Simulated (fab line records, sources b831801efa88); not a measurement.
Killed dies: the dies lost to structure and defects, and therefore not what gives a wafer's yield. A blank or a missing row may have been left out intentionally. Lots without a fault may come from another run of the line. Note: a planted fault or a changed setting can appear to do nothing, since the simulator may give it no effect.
Struck lot and sound lot, side by side || flow sky130 || 21 out of 708 route steps
Sound: wafers L719.1, L719.2, L719.3. The struck wafers were L728.1, L728.4, L728.5. The cause is named last.
For every step that has rows: the tool of each side, followed by ch and its chambers, followed by its first start. Under that, the readings that differ: sound wafers || struck wafers || difference of the means || sigmas: that difference in standard deviations of wafers without a fault.
alike: readings whose means differ by less than 2 such deviations, and words and numbers that are the same on both sides. not compared: withheld readings, readings that some wafer has no value for, bounds like >300 that may hide the same value, and numbers for which the record gives no deviation and whose values overlap.
Wherever a step has rows on one side only, a row that says differs or no value, or a row with sigmas, the two part there. Numbers that have no deviation but don't overlap get no sigmas and don't part them. A reading missing from all wafers of one side parts the sides only when that side holds two or more wafers.

SKY_LI_CONTACT_CVD_21: deposits W, target thk 400 nm, time 120.56 s.
  sound on cvd-w-01 ch 0,1, day 32 16:20; struck on cvd-w-02 ch 0,1, day 35 05:56
  alike: heater-power-w
SKY_LI_CONTACT_RS_MEAS_22: measurement is done with a four-point probe.
  sound on film-metro-04 at day 32 16:28; struck on film-metro-03 at day 35 06:03
  alike: LI_CONTACT_W_RS
SKY_LI_CONTACT_THK_MEAS_23: measures by xrf.
  sound on film-metro-04 at day 32 16:35; struck on film-metro-03 at day 35 06:10
{"reading": "LI_CONTACT_W_THK (nm)", "sound": "394 397 392", "struck": "378 382 386", "difference": -12, "sigmas": -3}
SKY_LI_CONTACT_CMP_24: polishes, stops on PSG, t overpolish 20 s, target thk 0 nm.
  sound on cmp-02 ch 0,1,3, day 32 16:38; struck on cmp-02 ch 0,2,3, day 35 06:17
  alike: motor-current-A, overpolish-run-s, platen-rpm, time-to-endpoint-s
SKY_LOCAL_INTERCONNECT_SPUTTER_00: material TiN, target thk 100 nm, time 83.3 s.
  sound on pvd-sputter-03 at day 32 16:56; struck on pvd-sputter-03 at day 35 06:32
  alike: throttle-valve-pct
SKY_LOCAL_INTERCONNECT_RS_MEAS_01: measurement is done with a four-point probe.
  sound on film-metro-02 at day 32 17:01; struck on film-metro-02 at day 35 06:35
  alike: LOCAL_INTERCONNECT_TIN_RS
SKY_LOCAL_INTERCONNECT_THK_MEAS_02: measures by xrf.
  sound on film-metro-02 at day 32 17:08; struck on film-metro-02 at day 35 06:43
  alike: LOCAL_INTERCONNECT_TIN_THK
then, 5 steps without rows for these wafers: SKY_LOCAL_INTERCONNECT_DEHYDRATE_03 (time 60 s); SKY_LOCAL_INTERCONNECT_HMDS_04 (prime time 60 s); SKY_LOCAL_INTERCONNECT_COAT_05 (resist thk 60 nm); SKY_LOCAL_INTERCONNECT_COAT_06 (resist thk 450 nm); SKY_LOCAL_INTERCONNECT_SOFTBAKE_07 (time 90 s).
SKY_LOCAL_INTERCONNECT_EXPOSE_08: exposes mask LI1M, target cd 170 nm.
  sound on krf-scanner-01 ch 0, day 33 06:31; struck on krf-scanner-02 ch 0, day 35 19:50
{"reading": "exposure-dose-mJ-cm2", "sound": "28.016 27.992 27.997", "struck": "27.308 27.330 27.364", "difference": -0.668, "sigmas": -26}
  alike: mask
then, 2 steps without rows for these wafers: SKY_LOCAL_INTERCONNECT_PEB_09; SKY_LOCAL_INTERCONNECT_DEVELOP_10 (develop time 60 s).
SKY_LOCAL_INTERCONNECT_CD_MEAS_11 targets a cd of 170 nm.
  sound on cd-sem-01 at day 33 20:01; struck on cd-sem-01 at day 36 08:47
{"reading": "cd-nm (nm)", "sound": "171.1 172.0 170.8", "struck": "154.2 160.0 133.9", "difference": -21.9, "sigmas": -14}
  not compared: hold
SKY_LOCAL_INTERCONNECT_OVL_MEAS_12:
  sound on overlay-01 at day 33 20:08; struck on overlay-01 at day 36 16:03
{"reading": "hold", "sound": "- - -", "struck": "await-dispo/7.2h/release await-dispo/7.2h/release await-dispo/7.2h/release", "difference": "no value on the sound wafers", "sigmas": ""}
  alike: LOCAL_INTERCONNECT_OVL
SKY_LOCAL_INTERCONNECT_ETCH_13: etches BARC in N2/H2, stops on SiO2, time 45.9 s, target depth 60 nm.
  sound on rie-metal-03 ch 0,1, day 33 20:10; struck on rie-metal-04 ch 0,1, day 36 16:05
{"reading": "model.LOCAL_INTERCONNECT.cd-nm (nm)", "sound": "171.7 170.3 171.4", "struck": "154.2 161 133", "difference": -21.7, "sigmas": ""}
  alike: bias-w, drypump-motor-current-A, h2-flow-sccm, oes-product-au, throttle-valve-pct
  not compared: rf-hours-counter-h
SKY_LOCAL_INTERCONNECT_METAL_ETCH_14: etches TiN in Cl2/BCl3, stops on PSG, target depth 110 nm, time 31.4 s.
  sound on rie-metal-03 ch 0,1, day 33 20:15; struck on rie-metal-04 ch 0,1, day 36 16:09
{"reading": "bias-w (W)", "sound": "48.37 48.24 48.51", "struck": "48.69 48.57 48.70", "difference": "+0.28", "sigmas": "+2"}
{"reading": "drypump-motor-current-A (A)", "sound": "6.5 5.6 6.6", "struck": "5.2 4.7 5.2", "difference": -1.2, "sigmas": -2}
{"reading": "throttle-valve-pct (%)", "sound": "21.891 21.891 21.890", "struck": "21.905 21.922 21.914", "difference": "+0.023", "sigmas": "+2"}
{"reading": "model.LOCAL_INTERCONNECT.cd-nm (nm)", "sound": "171.5 170.5 171.2", "struck": "153.6 160 132.3", "difference": -22.4, "sigmas": ""}
  alike: bcl3-flow-sccm, mfc-cl2-sccm, oes-product-au
  not compared: rf-hours-counter-h
SKY_LOCAL_INTERCONNECT_STRIP_15: strips in O2/N2.
  sound on plasma-asher-04 ch 0,1, day 33 20:19; struck on plasma-asher-01 ch 0, day 36 16:12
  alike: drypump-motor-current-A, oes-product-au, strip-time-to-endpoint-s
  not compared: rf-hours-counter-h
-- the record jumps here: 13 days lie between the struck wafers' starts before and after (it left off in module LOCAL_INTERCONNECT and takes up again in module PAD_OPEN, whose first step shown is number 708 of the route) --
SKY_PAD_OPEN_PROBE_99:
  sound on prober-01 at day 48 10:41; struck on prober-02 at day 50 03:01
{"reading": "hold", "sound": "- - -", "struck": "await-dispo/1.6h/release await-dispo/1.6h/release await-dispo/1.6h/release", "difference": "no value on the sound wafers", "sigmas": ""}
{"reading": "killed-at-contacts", "sound": "24 16 28", "struck": "18 32 410", "difference": "+131", "sigmas": "+23"}
{"reading": "killed-dies", "sound": "83 75 102", "struck": "77 101 465", "difference": "+128", "sigmas": "+13"}
{"reading": "killed-on-rim", "sound": "16 15 24", "struck": "14 18 77", "difference": "+18", "sigmas": "+5"}
  alike: killed_at_M0_to_M3, killed_at_M4_up, killed-at-front-end, killed-at-other, killed-open, killed-short

WHERE THEY PART
First at SKY_LI_CONTACT_THK_MEAS_23; last, within this record, at SKY_PAD_OPEN_PROBE_99.

WHY: what the simulator had put in
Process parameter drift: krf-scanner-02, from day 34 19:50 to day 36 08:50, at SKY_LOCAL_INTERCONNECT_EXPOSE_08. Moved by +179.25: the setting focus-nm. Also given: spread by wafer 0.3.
